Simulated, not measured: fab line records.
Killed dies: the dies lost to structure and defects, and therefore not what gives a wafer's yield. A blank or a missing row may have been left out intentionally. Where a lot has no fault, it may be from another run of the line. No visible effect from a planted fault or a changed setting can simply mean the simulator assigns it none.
fab line records / flow sky130
record: lots: 13 wafers: 39 last-day: 50
route steps=708 shown VT_ADJUST_LVTN@104 VT_ADJUST_PCH@151 LDD_P@266 SD_N@358
lots with no fault: from the same line, run without faults
start-h: the number of hours between the record's first day and the start of the first shown wafer of the lot / wait-h: hours elapsed since this lot's preceding step / " the same as in the row above / L1.1+2: a single row standing in for several wafers / - no value, or no start given / * or withheld: withheld / < > ~ a bound
route shown NAME@n: NAME is a module with steps in the file, n the number in the route of the first one / usual: mean/standard deviation of fault-free wafers / same: alike in all rows / chamber/n: place in a boat / sites: the reading at each site / _std_site: how widely they spread, as a standard deviation / _edge_site: the outer-site mean with the inner-site mean subtracted / radius-mm: how far each site lies from the wafer's centre / mask NAME#n: copy n / behind: the tool/chamber that last shaped the wafer / hold: why the lot went on hold/how many hours it stayed there/how the hold came to an end / device: the transistor (n, p or np) that didn't switch / end of line: at the end of the route, the tests of the same wafers / a step with no rows: only its recipe / killed: the dies lost at the first sort to structure and to defects; this is not the yield of the wafer / map: the dies of a wafer, with x for killed, . for not killed, _ for no die there
set.NAME: the setting that was run; set.NAME@STEP: the one run at that earlier step / model.NAME: the simulator's own value behind a step, which no gauge read
route steps across a sampled set of lots; one table per step, one row per wafer
services: from which hour (start-h, from the record's first day; less than 0 if before it) a tool's chamber was out of use, for how many hours, and why
== steps ==
step: SKY_VT_ADJUST_LVTN_OVL_MEAS_07
usual: VT_ADJUST_LVTN_OVL: -0.5/1.4
lot.wafer=L752.2 tool=overlay-01 chamber=- start-h=136.73 wait-h=- VT_ADJUST_LVTN_OVL[nm]=-0.8
lot.wafer=L752.3 tool=overlay-01 chamber=- start-h=136.73 wait-h=- VT_ADJUST_LVTN_OVL[nm]=-0.8
lot.wafer=L752.6 tool=overlay-01 chamber=- start-h=136.73 wait-h=- VT_ADJUST_LVTN_OVL[nm]=-0.6
lot.wafer=L753.1 tool=overlay-01 chamber=- start-h=148.64 wait-h=- VT_ADJUST_LVTN_OVL[nm]=-0.7
lot.wafer=L753.3 tool=overlay-01 chamber=- start-h=148.64 wait-h=- VT_ADJUST_LVTN_OVL[nm]=0.3
lot.wafer=L753.6 tool=overlay-01 chamber=- start-h=148.64 wait-h=- VT_ADJUST_LVTN_OVL[nm]=-1.4
lot.wafer=L755.1 tool=overlay-02 chamber=- start-h=157.59 wait-h=- VT_ADJUST_LVTN_OVL[nm]=-0.6
lot.wafer=L755.4 tool=overlay-02 chamber=- start-h=157.59 wait-h=- VT_ADJUST_LVTN_OVL[nm]=-0.7
lot.wafer=L755.5 tool=overlay-02 chamber=- start-h=157.59 wait-h=- VT_ADJUST_LVTN_OVL[nm]=-0.4
lot.wafer=L757.1 tool=overlay-01 chamber=- start-h=173.85 wait-h=- VT_ADJUST_LVTN_OVL[nm]=-1.2
lot.wafer=L757.5 tool=overlay-01 chamber=- start-h=173.85 wait-h=- VT_ADJUST_LVTN_OVL[nm]=-1.2
lot.wafer=L757.6 tool=overlay-01 chamber=- start-h=173.85 wait-h=- VT_ADJUST_LVTN_OVL[nm]=-1.7
lot.wafer=L758.2 tool=overlay-02 chamber=- start-h=181.70 wait-h=- VT_ADJUST_LVTN_OVL[nm]=-4.0
lot.wafer=L758.3 tool=overlay-02 chamber=- start-h=181.70 wait-h=- VT_ADJUST_LVTN_OVL[nm]=-2.6
lot.wafer=L758.5 tool=overlay-02 chamber=- start-h=181.70 wait-h=- VT_ADJUST_LVTN_OVL[nm]=-3.6
lot.wafer=L759.1 tool=overlay-02 chamber=- start-h=185.64 wait-h=- VT_ADJUST_LVTN_OVL[nm]=2.8
lot.wafer=L759.2 tool=overlay-02 chamber=- start-h=185.64 wait-h=- VT_ADJUST_LVTN_OVL[nm]=2.8
lot.wafer=L759.5 tool=overlay-02 chamber=- start-h=185.64 wait-h=- VT_ADJUST_LVTN_OVL[nm]=2.9
lot.wafer=L760.1 tool=overlay-02 chamber=- start-h=189.62 wait-h=- VT_ADJUST_LVTN_OVL[nm]=-0.2
lot.wafer=L760.2 tool=overlay-02 chamber=- start-h=189.62 wait-h=- VT_ADJUST_LVTN_OVL[nm]=-1.1
lot.wafer=L760.3 tool=overlay-02 chamber=- start-h=189.62 wait-h=- VT_ADJUST_LVTN_OVL[nm]=0.0
lot.wafer=L761.2 tool=overlay-02 chamber=- start-h=199.93 wait-h=- VT_ADJUST_LVTN_OVL[nm]=-2.0
lot.wafer=L761.4 tool=overlay-02 chamber=- start-h=199.93 wait-h=- VT_ADJUST_LVTN_OVL[nm]=-1.8
lot.wafer=L761.6 tool=overlay-02 chamber=- start-h=199.93 wait-h=- VT_ADJUST_LVTN_OVL[nm]=-1.7
lot.wafer=L764.1 tool=overlay-01 chamber=- start-h=220.12 wait-h=- VT_ADJUST_LVTN_OVL[nm]=-2.3
lot.wafer=L764.2 tool=overlay-01 chamber=- start-h=220.12 wait-h=- VT_ADJUST_LVTN_OVL[nm]=-2.3
lot.wafer=L764.4 tool=overlay-01 chamber=- start-h=220.12 wait-h=- VT_ADJUST_LVTN_OVL[nm]=0.3
lot.wafer=L770.2 tool=overlay-02 chamber=- start-h=265.13 wait-h=- VT_ADJUST_LVTN_OVL[nm]=1.2
lot.wafer=L770.3 tool=overlay-02 chamber=- start-h=265.13 wait-h=- VT_ADJUST_LVTN_OVL[nm]=-1.9
lot.wafer=L770.5 tool=overlay-02 chamber=- start-h=265.13 wait-h=- VT_ADJUST_LVTN_OVL[nm]=-2.1
lot.wafer=L771.1 tool=overlay-01 chamber=- start-h=265.29 wait-h=- VT_ADJUST_LVTN_OVL[nm]=-0.1
lot.wafer=L771.3 tool=overlay-01 chamber=- start-h=265.29 wait-h=- VT_ADJUST_LVTN_OVL[nm]=1.0
lot.wafer=L771.5 tool=overlay-01 chamber=- start-h=265.29 wait-h=- VT_ADJUST_LVTN_OVL[nm]=-1.8
lot.wafer=L774.2 tool=overlay-01 chamber=- start-h=284.49 wait-h=- VT_ADJUST_LVTN_OVL[nm]=-0.8
lot.wafer=L774.3 tool=overlay-01 chamber=- start-h=284.49 wait-h=- VT_ADJUST_LVTN_OVL[nm]=-1.3
lot.wafer=L774.5 tool=overlay-01 chamber=- start-h=284.49 wait-h=- VT_ADJUST_LVTN_OVL[nm]=-2.3
lot.wafer=L775.2 tool=overlay-01 chamber=- start-h=292.18 wait-h=- VT_ADJUST_LVTN_OVL[nm]=-2.2
lot.wafer=L775.3 tool=overlay-01 chamber=- start-h=292.18 wait-h=- VT_ADJUST_LVTN_OVL[nm]=-1.4
lot.wafer=L775.4 tool=overlay-01 chamber=- start-h=292.18 wait-h=- VT_ADJUST_LVTN_OVL[nm]=-0.7
step: SKY_VT_ADJUST_PCH_IMPLANT_08
recipe: species: B energy-kev: 10 dose-cm2: 5e+11 tilt-deg: withheld
usual: dose-ions-cm2: 4.998e+11/5.4e+08 end-station-pressure-torr: 4.99e-06/2.6e-07 faraday-current-uA: 2.82/0.057
lot.wafer=L752.2 tool=implanter-01 chamber=0 start-h=220.38 wait-h=0.0 dose-ions-cm2=4.985e+11 end-station-pressure-torr=5.28e-06 faraday-current-uA=2.85
lot.wafer=L752.3 tool=implanter-01 chamber=0 start-h=220.38 wait-h=0.0 dose-ions-cm2=4.998e+11 end-station-pressure-torr=5.33e-06 faraday-current-uA=2.94
lot.wafer=L752.6 tool=implanter-01 chamber=0 start-h=220.38 wait-h=0.0 dose-ions-cm2=4.998e+11 end-station-pressure-torr=5.18e-06 faraday-current-uA=2.88
lot.wafer=L753.1 tool=implanter-03 chamber=0 start-h=234.05 wait-h=0.0 dose-ions-cm2=5.001e+11 end-station-pressure-torr=5.04e-06 faraday-current-uA=2.77
lot.wafer=L753.3 tool=implanter-03 chamber=0 start-h=234.05 wait-h=0.0 dose-ions-cm2=4.998e+11 end-station-pressure-torr=5.66e-06 faraday-current-uA=2.87
lot.wafer=L753.6 tool=implanter-03 chamber=0 start-h=234.05 wait-h=0.0 dose-ions-cm2=5.003e+11 end-station-pressure-torr=5.09e-06 faraday-current-uA=2.82
lot.wafer=L755.1 tool=implanter-01 chamber=0 start-h=248.26 wait-h=0.0 dose-ions-cm2=5.004e+11 end-station-pressure-torr=4.79e-06 faraday-current-uA=2.78
lot.wafer=L755.4 tool=implanter-01 chamber=0 start-h=248.26 wait-h=0.0 dose-ions-cm2=4.994e+11 end-station-pressure-torr=5.22e-06 faraday-current-uA=2.81
lot.wafer=L755.5 tool=implanter-01 chamber=0 start-h=248.26 wait-h=0.0 dose-ions-cm2=5.003e+11 end-station-pressure-torr=4.66e-06 faraday-current-uA=2.83
lot.wafer=L757.1 tool=implanter-03 chamber=0 start-h=263.61 wait-h=0.0 dose-ions-cm2=5.003e+11 end-station-pressure-torr=5.29e-06 faraday-current-uA=2.93
lot.wafer=L757.5 tool=implanter-03 chamber=0 start-h=263.61 wait-h=0.0 dose-ions-cm2=4.991e+11 end-station-pressure-torr=4.98e-06 faraday-current-uA=2.79
lot.wafer=L757.6 tool=implanter-03 chamber=0 start-h=263.61 wait-h=0.0 dose-ions-cm2=4.998e+11 end-station-pressure-torr=5.08e-06 faraday-current-uA=2.86
lot.wafer=L758.2 tool=implanter-02 chamber=0 start-h=274.36 wait-h=0.0 dose-ions-cm2=4.995e+11 end-station-pressure-torr=5.01e-06 faraday-current-uA=2.78
lot.wafer=L758.3 tool=implanter-02 chamber=0 start-h=274.36 wait-h=0.0 dose-ions-cm2=4.998e+11 end-station-pressure-torr=4.95e-06 faraday-current-uA=2.89
lot.wafer=L758.5 tool=implanter-02 chamber=0 start-h=274.36 wait-h=0.0 dose-ions-cm2=4.996e+11 end-station-pressure-torr=4.5e-06 faraday-current-uA=2.80
lot.wafer=L759.1 tool=implanter-03 chamber=0 start-h=277.15 wait-h=0.0 dose-ions-cm2=4.995e+11 end-station-pressure-torr=4.87e-06 faraday-current-uA=2.77
lot.wafer=L759.2 tool=implanter-03 chamber=0 start-h=277.15 wait-h=0.0 dose-ions-cm2=4.995e+11 end-station-pressure-torr=5.13e-06 faraday-current-uA=2.67
lot.wafer=L759.5 tool=implanter-03 chamber=0 start-h=277.15 wait-h=0.0 dose-ions-cm2=4.989e+11 end-station-pressure-torr=4.38e-06 faraday-current-uA=2.81
lot.wafer=L760.1 tool=implanter-02 chamber=0 start-h=282.71 wait-h=0.0 dose-ions-cm2=5.004e+11 end-station-pressure-torr=4.68e-06 faraday-current-uA=2.74
lot.wafer=L760.2 tool=implanter-02 chamber=0 start-h=282.71 wait-h=0.0 dose-ions-cm2=5.004e+11 end-station-pressure-torr=5.29e-06 faraday-current-uA=2.79
lot.wafer=L760.3 tool=implanter-02 chamber=0 start-h=282.71 wait-h=0.0 dose-ions-cm2=5.006e+11 end-station-pressure-torr=5.66e-06 faraday-current-uA=2.81
lot.wafer=L761.2 tool=implanter-03 chamber=0 start-h=293.01 wait-h=0.0 dose-ions-cm2=4.998e+11 end-station-pressure-torr=4.93e-06 faraday-current-uA=2.85
lot.wafer=L761.4 tool=implanter-03 chamber=0 start-h=293.01 wait-h=0.0 dose-ions-cm2=4.996e+11 end-station-pressure-torr=5e-06 faraday-current-uA=2.79
lot.wafer=L761.6 tool=implanter-03 chamber=0 start-h=293.01 wait-h=0.0 dose-ions-cm2=4.997e+11 end-station-pressure-torr=5.36e-06 faraday-current-uA=2.82
lot.wafer=L764.1 tool=implanter-02 chamber=0 start-h=318.08 wait-h=0.0 dose-ions-cm2=5.002e+11 end-station-pressure-torr=4.81e-06 faraday-current-uA=2.83
lot.wafer=L764.2 tool=implanter-02 chamber=0 start-h=318.08 wait-h=0.0 dose-ions-cm2=5.006e+11 end-station-pressure-torr=5.12e-06 faraday-current-uA=2.78
lot.wafer=L764.4 tool=implanter-02 chamber=0 start-h=318.08 wait-h=0.0 dose-ions-cm2=5.01e+11 end-station-pressure-torr=4.8e-06 faraday-current-uA=2.86
lot.wafer=L770.2 tool=implanter-03 chamber=0 start-h=372.18 wait-h=0.0 dose-ions-cm2=3.399e+11 end-station-pressure-torr=4.84e-06 faraday-current-uA=1.91
lot.wafer=L770.3 tool=implanter-03 chamber=0 start-h=372.18 wait-h=0.0 dose-ions-cm2=3.395e+11 end-station-pressure-torr=5.44e-06 faraday-current-uA=1.96
lot.wafer=L770.5 tool=implanter-03 chamber=0 start-h=372.18 wait-h=0.0 dose-ions-cm2=3.398e+11 end-station-pressure-torr=4.89e-06 faraday-current-uA=1.92
lot.wafer=L771.1 tool=implanter-03 chamber=0 start-h=372.51 wait-h=0.0 dose-ions-cm2=3.397e+11 end-station-pressure-torr=5.34e-06 faraday-current-uA=1.89
lot.wafer=L771.3 tool=implanter-03 chamber=0 start-h=372.51 wait-h=0.0 dose-ions-cm2=3.401e+11 end-station-pressure-torr=5.4e-06 faraday-current-uA=1.93
lot.wafer=L771.5 tool=implanter-03 chamber=0 start-h=372.51 wait-h=0.0 dose-ions-cm2=3.398e+11 end-station-pressure-torr=4.96e-06 faraday-current-uA=1.89
lot.wafer=L774.2 tool=implanter-02 chamber=0 start-h=393.03 wait-h=0.0 dose-ions-cm2=5.006e+11 end-station-pressure-torr=4.97e-06 faraday-current-uA=2.90
lot.wafer=L774.3 tool=implanter-02 chamber=0 start-h=393.03 wait-h=0.0 dose-ions-cm2=4.992e+11 end-station-pressure-torr=5.35e-06 faraday-current-uA=2.78
lot.wafer=L774.5 tool=implanter-02 chamber=0 start-h=393.03 wait-h=0.0 dose-ions-cm2=4.996e+11 end-station-pressure-torr=5.12e-06 faraday-current-uA=2.78
lot.wafer=L775.2 tool=implanter-01 chamber=0 start-h=402.23 wait-h=0.0 dose-ions-cm2=4.999e+11 end-station-pressure-torr=5.18e-06 faraday-current-uA=2.70
lot.wafer=L775.3 tool=implanter-01 chamber=0 start-h=402.23 wait-h=0.0 dose-ions-cm2=4.999e+11 end-station-pressure-torr=4.91e-06 faraday-current-uA=2.82
lot.wafer=L775.4 tool=implanter-01 chamber=0 start-h=402.23 wait-h=0.0 dose-ions-cm2=5.007e+11 end-station-pressure-torr=4.68e-06 faraday-current-uA=2.89
step: SKY_VT_ADJUST_PCH_TW_MEAS_10
usual: VT_ADJUST_PCH_TW: 144.0/0.71
lot.wafer=L752.2 tool=film-metro-04 chamber=- start-h=220.61 wait-h=0.1 VT_ADJUST_PCH_TW=145.2
lot.wafer=L752.3 tool=film-metro-04 chamber=- start-h=220.61 wait-h=0.1 VT_ADJUST_PCH_TW=145.1
lot.wafer=L752.6 tool=film-metro-04 chamber=- start-h=220.61 wait-h=0.1 VT_ADJUST_PCH_TW=145.0
lot.wafer=L753.1 tool=film-metro-01 chamber=- start-h=234.30 wait-h=0.1 VT_ADJUST_PCH_TW=143.2
lot.wafer=L753.3 tool=film-metro-01 chamber=- start-h=234.30 wait-h=0.1 VT_ADJUST_PCH_TW=144.2
lot.wafer=L753.6 tool=film-metro-01 chamber=- start-h=234.30 wait-h=0.1 VT_ADJUST_PCH_TW=144.7
lot.wafer=L755.1 tool=film-metro-01 chamber=- start-h=248.51 wait-h=0.1 VT_ADJUST_PCH_TW=144.3
lot.wafer=L755.4 tool=film-metro-01 chamber=- start-h=248.51 wait-h=0.1 VT_ADJUST_PCH_TW=144.1
lot.wafer=L755.5 tool=film-metro-01 chamber=- start-h=248.51 wait-h=0.1 VT_ADJUST_PCH_TW=144.8
lot.wafer=L757.1 tool=film-metro-01 chamber=- start-h=263.86 wait-h=0.1 VT_ADJUST_PCH_TW=144.6
lot.wafer=L757.5 tool=film-metro-01 chamber=- start-h=263.86 wait-h=0.1 VT_ADJUST_PCH_TW=144.2
lot.wafer=L757.6 tool=film-metro-01 chamber=- start-h=263.86 wait-h=0.1 VT_ADJUST_PCH_TW=144.0
lot.wafer=L758.2 tool=film-metro-02 chamber=- start-h=274.59 wait-h=0.1 VT_ADJUST_PCH_TW=143.9
lot.wafer=L758.3 tool=film-metro-02 chamber=- start-h=274.59 wait-h=0.1 VT_ADJUST_PCH_TW=144.0
lot.wafer=L758.5 tool=film-metro-02 chamber=- start-h=274.59 wait-h=0.1 VT_ADJUST_PCH_TW=143.7
lot.wafer=L759.1 tool=film-metro-02 chamber=- start-h=277.40 wait-h=0.1 VT_ADJUST_PCH_TW=143.6
lot.wafer=L759.2 tool=film-metro-02 chamber=- start-h=277.40 wait-h=0.1 VT_ADJUST_PCH_TW=143.3
lot.wafer=L759.5 tool=film-metro-02 chamber=- start-h=277.40 wait-h=0.1 VT_ADJUST_PCH_TW=144.5
lot.wafer=L760.1 tool=film-metro-02 chamber=- start-h=282.96 wait-h=0.1 VT_ADJUST_PCH_TW=145.1
lot.wafer=L760.2 tool=film-metro-02 chamber=- start-h=282.96 wait-h=0.1 VT_ADJUST_PCH_TW=144.4
lot.wafer=L760.3 tool=film-metro-02 chamber=- start-h=282.96 wait-h=0.1 VT_ADJUST_PCH_TW=144.5
lot.wafer=L761.2 tool=film-metro-01 chamber=- start-h=293.24 wait-h=0.1 VT_ADJUST_PCH_TW=145.6
lot.wafer=L761.4 tool=film-metro-01 chamber=- start-h=293.24 wait-h=0.1 VT_ADJUST_PCH_TW=145.6
lot.wafer=L761.6 tool=film-metro-01 chamber=- start-h=293.24 wait-h=0.1 VT_ADJUST_PCH_TW=144.3
lot.wafer=L764.1 tool=film-metro-01 chamber=- start-h=318.33 wait-h=0.1 VT_ADJUST_PCH_TW=143.9
lot.wafer=L764.2 tool=film-metro-01 chamber=- start-h=318.33 wait-h=0.1 VT_ADJUST_PCH_TW=143.9
lot.wafer=L764.4 tool=film-metro-01 chamber=- start-h=318.33 wait-h=0.1 VT_ADJUST_PCH_TW=143.7
lot.wafer=L770.2 tool=film-metro-02 chamber=- start-h=372.42 wait-h=0.1 VT_ADJUST_PCH_TW=129.9
lot.wafer=L770.3 tool=film-metro-02 chamber=- start-h=372.42 wait-h=0.1 VT_ADJUST_PCH_TW=129.7
lot.wafer=L770.5 tool=film-metro-02 chamber=- start-h=372.42 wait-h=0.1 VT_ADJUST_PCH_TW=130.6
lot.wafer=L771.1 tool=film-metro-02 chamber=- start-h=372.76 wait-h=0.1 VT_ADJUST_PCH_TW=130.6
lot.wafer=L771.3 tool=film-metro-02 chamber=- start-h=372.76 wait-h=0.1 VT_ADJUST_PCH_TW=129.9
lot.wafer=L771.5 tool=film-metro-02 chamber=- start-h=372.76 wait-h=0.1 VT_ADJUST_PCH_TW=129.7
lot.wafer=L774.2 tool=film-metro-01 chamber=- start-h=393.26 wait-h=0.1 VT_ADJUST_PCH_TW=143.8
lot.wafer=L774.3 tool=film-metro-01 chamber=- start-h=393.26 wait-h=0.1 VT_ADJUST_PCH_TW=143.6
lot.wafer=L774.5 tool=film-metro-01 chamber=- start-h=393.26 wait-h=0.1 VT_ADJUST_PCH_TW=142.9
lot.wafer=L775.2 tool=film-metro-01 chamber=- start-h=402.46 wait-h=0.1 VT_ADJUST_PCH_TW=143.5
lot.wafer=L775.3 tool=film-metro-01 chamber=- start-h=402.46 wait-h=0.1 VT_ADJUST_PCH_TW=143.9
lot.wafer=L775.4 tool=film-metro-01 chamber=- start-h=402.46 wait-h=0.1 VT_ADJUST_PCH_TW=144.2
step: SKY_LDD_P_TW_MEAS_11
usual: LDD_P_TW: 637/4.2
lot.wafer=L752.2 tool=film-metro-03 chamber=- start-h=425.23 wait-h=0.1 LDD_P_TW=638
lot.wafer=L752.3 tool=film-metro-03 chamber=- start-h=425.23 wait-h=0.1 LDD_P_TW=633
lot.wafer=L752.6 tool=film-metro-03 chamber=- start-h=425.23 wait-h=0.1 LDD_P_TW=635
lot.wafer=L753.1 tool=film-metro-02 chamber=- start-h=439.12 wait-h=0.1 LDD_P_TW=642
lot.wafer=L753.3 tool=film-metro-02 chamber=- start-h=439.12 wait-h=0.1 LDD_P_TW=642
lot.wafer=L753.6 tool=film-metro-02 chamber=- start-h=439.12 wait-h=0.1 LDD_P_TW=641
lot.wafer=L755.1 tool=film-metro-04 chamber=- start-h=464.40 wait-h=0.1 LDD_P_TW=644
lot.wafer=L755.4 tool=film-metro-04 chamber=- start-h=464.40 wait-h=0.1 LDD_P_TW=638
lot.wafer=L755.5 tool=film-metro-04 chamber=- start-h=464.40 wait-h=0.1 LDD_P_TW=640
lot.wafer=L757.1 tool=film-metro-03 chamber=- start-h=477.19 wait-h=0.1 LDD_P_TW=634
lot.wafer=L757.5 tool=film-metro-03 chamber=- start-h=477.19 wait-h=0.1 LDD_P_TW=638
lot.wafer=L757.6 tool=film-metro-03 chamber=- start-h=477.19 wait-h=0.1 LDD_P_TW=634
lot.wafer=L758.2 tool=film-metro-02 chamber=- start-h=491.51 wait-h=0.1 LDD_P_TW=642
lot.wafer=L758.3 tool=film-metro-02 chamber=- start-h=491.51 wait-h=0.1 LDD_P_TW=641
lot.wafer=L758.5 tool=film-metro-02 chamber=- start-h=491.51 wait-h=0.1 LDD_P_TW=642
lot.wafer=L759.1 tool=film-metro-03 chamber=- start-h=496.47 wait-h=0.1 LDD_P_TW=635
lot.wafer=L759.2 tool=film-metro-03 chamber=- start-h=496.47 wait-h=0.1 LDD_P_TW=633
lot.wafer=L759.5 tool=film-metro-03 chamber=- start-h=496.47 wait-h=0.1 LDD_P_TW=633
lot.wafer=L760.1 tool=film-metro-02 chamber=- start-h=503.19 wait-h=0.1 LDD_P_TW=639
lot.wafer=L760.2 tool=film-metro-02 chamber=- start-h=503.19 wait-h=0.1 LDD_P_TW=639
lot.wafer=L760.3 tool=film-metro-02 chamber=- start-h=503.19 wait-h=0.1 LDD_P_TW=641
lot.wafer=L761.2 tool=film-metro-04 chamber=- start-h=513.53 wait-h=0.1 LDD_P_TW=639
lot.wafer=L761.4 tool=film-metro-04 chamber=- start-h=513.53 wait-h=0.1 LDD_P_TW=641
lot.wafer=L761.6 tool=film-metro-04 chamber=- start-h=513.53 wait-h=0.1 LDD_P_TW=636
lot.wafer=L764.1 tool=film-metro-03 chamber=- start-h=546.24 wait-h=0.1 LDD_P_TW=628
lot.wafer=L764.2 tool=film-metro-03 chamber=- start-h=546.24 wait-h=0.1 LDD_P_TW=625
lot.wafer=L764.4 tool=film-metro-03 chamber=- start-h=546.24 wait-h=0.1 LDD_P_TW=627
lot.wafer=L771.1 tool=film-metro-02 chamber=- start-h=606.09 wait-h=0.1 LDD_P_TW=643
lot.wafer=L771.3 tool=film-metro-02 chamber=- start-h=606.09 wait-h=0.1 LDD_P_TW=639
lot.wafer=L771.5 tool=film-metro-02 chamber=- start-h=606.09 wait-h=0.1 LDD_P_TW=644
lot.wafer=L770.2 tool=film-metro-03 chamber=- start-h=606.52 wait-h=0.1 LDD_P_TW=632
lot.wafer=L770.3 tool=film-metro-03 chamber=- start-h=606.52 wait-h=0.1 LDD_P_TW=630
lot.wafer=L770.5 tool=film-metro-03 chamber=- start-h=606.52 wait-h=0.1 LDD_P_TW=634
lot.wafer=L774.2 tool=film-metro-04 chamber=- start-h=620.63 wait-h=0.1 LDD_P_TW=643
lot.wafer=L774.3 tool=film-metro-04 chamber=- start-h=620.63 wait-h=0.1 LDD_P_TW=639
lot.wafer=L774.5 tool=film-metro-04 chamber=- start-h=620.63 wait-h=0.1 LDD_P_TW=639
lot.wafer=L775.2 tool=film-metro-04 chamber=- start-h=630.80 wait-h=0.1 LDD_P_TW=638
lot.wafer=L775.3 tool=film-metro-04 chamber=- start-h=630.80 wait-h=0.1 LDD_P_TW=641
lot.wafer=L775.4 tool=film-metro-04 chamber=- start-h=630.80 wait-h=0.1 LDD_P_TW=642
step: SKY_SD_N_RS_MEAS_16
recipe: thk-meas-gauge: four-point-probe
usual: SD_N_RS: 68.55/0.13
lot.wafer=L752.2 tool=film-metro-02 chamber=- start-h=640.04 wait-h=0.1 SD_N_RS[ohm/sq]=68.48
lot.wafer=L752.3 tool=film-metro-02 chamber=- start-h=640.04 wait-h=0.1 SD_N_RS[ohm/sq]=68.55
lot.wafer=L752.6 tool=film-metro-02 chamber=- start-h=640.04 wait-h=0.1 SD_N_RS[ohm/sq]=68.49
lot.wafer=L753.1 tool=film-metro-02 chamber=- start-h=652.36 wait-h=0.1 SD_N_RS[ohm/sq]=68.56
lot.wafer=L753.3 tool=film-metro-02 chamber=- start-h=652.36 wait-h=0.1 SD_N_RS[ohm/sq]=68.33
lot.wafer=L753.6 tool=film-metro-02 chamber=- start-h=652.36 wait-h=0.1 SD_N_RS[ohm/sq]=68.41
lot.wafer=L755.1 tool=film-metro-04 chamber=- start-h=677.60 wait-h=0.1 SD_N_RS[ohm/sq]=68.48
lot.wafer=L755.4 tool=film-metro-04 chamber=- start-h=677.60 wait-h=0.1 SD_N_RS[ohm/sq]=68.58
lot.wafer=L755.5 tool=film-metro-04 chamber=- start-h=677.60 wait-h=0.1 SD_N_RS[ohm/sq]=68.57
lot.wafer=L757.1 tool=film-metro-02 chamber=- start-h=687.70 wait-h=0.1 SD_N_RS[ohm/sq]=68.60
lot.wafer=L757.5 tool=film-metro-02 chamber=- start-h=687.70 wait-h=0.1 SD_N_RS[ohm/sq]=68.42
lot.wafer=L757.6 tool=film-metro-02 chamber=- start-h=687.70 wait-h=0.1 SD_N_RS[ohm/sq]=68.47
lot.wafer=L758.2 tool=film-metro-02 chamber=- start-h=699.59 wait-h=0.1 SD_N_RS[ohm/sq]=68.60
lot.wafer=L758.3 tool=film-metro-02 chamber=- start-h=699.59 wait-h=0.1 SD_N_RS[ohm/sq]=68.74
lot.wafer=L758.5 tool=film-metro-02 chamber=- start-h=699.59 wait-h=0.1 SD_N_RS[ohm/sq]=68.58
lot.wafer=L759.1 tool=film-metro-01 chamber=- start-h=703.81 wait-h=0.1 SD_N_RS[ohm/sq]=68.65
lot.wafer=L759.2 tool=film-metro-01 chamber=- start-h=703.81 wait-h=0.1 SD_N_RS[ohm/sq]=68.68
lot.wafer=L759.5 tool=film-metro-01 chamber=- start-h=703.81 wait-h=0.1 SD_N_RS[ohm/sq]=68.61
lot.wafer=L760.1 tool=film-metro-02 chamber=- start-h=710.16 wait-h=0.1 SD_N_RS[ohm/sq]=68.45
lot.wafer=L760.2 tool=film-metro-02 chamber=- start-h=710.16 wait-h=0.1 SD_N_RS[ohm/sq]=68.51
lot.wafer=L760.3 tool=film-metro-02 chamber=- start-h=710.16 wait-h=0.1 SD_N_RS[ohm/sq]=68.43
lot.wafer=L761.2 tool=film-metro-02 chamber=- start-h=718.47 wait-h=0.1 SD_N_RS[ohm/sq]=68.51
lot.wafer=L761.4 tool=film-metro-02 chamber=- start-h=718.47 wait-h=0.1 SD_N_RS[ohm/sq]=68.45
lot.wafer=L761.6 tool=film-metro-02 chamber=- start-h=718.47 wait-h=0.1 SD_N_RS[ohm/sq]=68.58
lot.wafer=L764.1 tool=film-metro-04 chamber=- start-h=748.47 wait-h=0.1 SD_N_RS[ohm/sq]=68.82
lot.wafer=L764.2 tool=film-metro-04 chamber=- start-h=748.47 wait-h=0.1 SD_N_RS[ohm/sq]=68.54
lot.wafer=L764.4 tool=film-metro-04 chamber=- start-h=748.47 wait-h=0.1 SD_N_RS[ohm/sq]=68.54
lot.wafer=L770.2 tool=film-metro-04 chamber=- start-h=806.76 wait-h=0.1 SD_N_RS[ohm/sq]=68.84
lot.wafer=L770.3 tool=film-metro-04 chamber=- start-h=806.76 wait-h=0.1 SD_N_RS[ohm/sq]=68.65
lot.wafer=L770.5 tool=film-metro-04 chamber=- start-h=806.76 wait-h=0.1 SD_N_RS[ohm/sq]=68.69
lot.wafer=L771.1 tool=film-metro-02 chamber=- start-h=807.30 wait-h=0.1 SD_N_RS[ohm/sq]=68.52
lot.wafer=L771.3 tool=film-metro-02 chamber=- start-h=807.30 wait-h=0.1 SD_N_RS[ohm/sq]=68.67
lot.wafer=L771.5 tool=film-metro-02 chamber=- start-h=807.30 wait-h=0.1 SD_N_RS[ohm/sq]=68.62
lot.wafer=L774.2 tool=film-metro-02 chamber=- start-h=819.08 wait-h=0.1 SD_N_RS[ohm/sq]=68.18
lot.wafer=L774.3 tool=film-metro-02 chamber=- start-h=819.08 wait-h=0.1 SD_N_RS[ohm/sq]=68.41
lot.wafer=L774.5 tool=film-metro-02 chamber=- start-h=819.08 wait-h=0.1 SD_N_RS[ohm/sq]=68.34
lot.wafer=L775.2 tool=film-metro-02 chamber=- start-h=830.74 wait-h=0.1 SD_N_RS[ohm/sq]=68.57
lot.wafer=L775.3 tool=film-metro-02 chamber=- start-h=830.74 wait-h=0.1 SD_N_RS[ohm/sq]=68.47
lot.wafer=L775.4 tool=film-metro-02 chamber=- start-h=830.74 wait-h=0.1 SD_N_RS[ohm/sq]=68.50
== services ==
tool=implanter-01 chamber=- start-h=227.65 hours=4.0 kind=pm
tool=implanter-02 chamber=- start-h=234.91 hours=1.5 kind=repair
tool=implanter-02 chamber=- start-h=249.80 hours=2.9 kind=repair
tool=implanter-03 chamber=- start-h=252.04 hours=3.5 kind=repair
tool=implanter-03 chamber=- start-h=271.75 hours=3.0 kind=repair
tool=implanter-03 chamber=- start-h=380.59 hours=100.3 kind=pm
== key ==
first-sign: step: SKY_VT_ADJUST_PCH_IMPLANT_08 reading: dose-ions-cm2 direction: down sigmas: 99+ usual: * struck: *
effect: step: SKY_VT_ADJUST_PCH_IMPLANT_08 reading: faraday-current-uA direction: down sigmas: 16 usual: 2.82 struck: 1.91
effect: step: SKY_VT_ADJUST_PCH_TW_MEAS_10 reading: VT_ADJUST_PCH_TW direction: down sigmas: 20 usual: 144.0 struck: 130.1
met-at SKY_VT_ADJUST_PCH_IMPLANT_08
struck-lots L770,L771
tester-left-out L770,L771
not-acting-at SKY_VT_ADJUST_LVTN_OVL_MEAS_07,SKY_LDD_P_TW_MEAS_11,SKY_SD_N_RS_MEAS_16
onset-between 293.01 372.18
fault: kind: process-parameter-drift tool: implanter-03 chamber: - onset-h: 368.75 steps: SKY_VT_ADJUST_PCH_IMPLANT_08 channel: dose-cm2 offset: * shape: step end-h: 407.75 acts-in: * stated: *
tester-left-out: of these lots the tester's yield and bins aren't shown, on N5 and GAA mostly nor the transistor test; their killed dies are dies lost to structure and defects alone, not to doping, threshold or leakage, so they don't give the yield
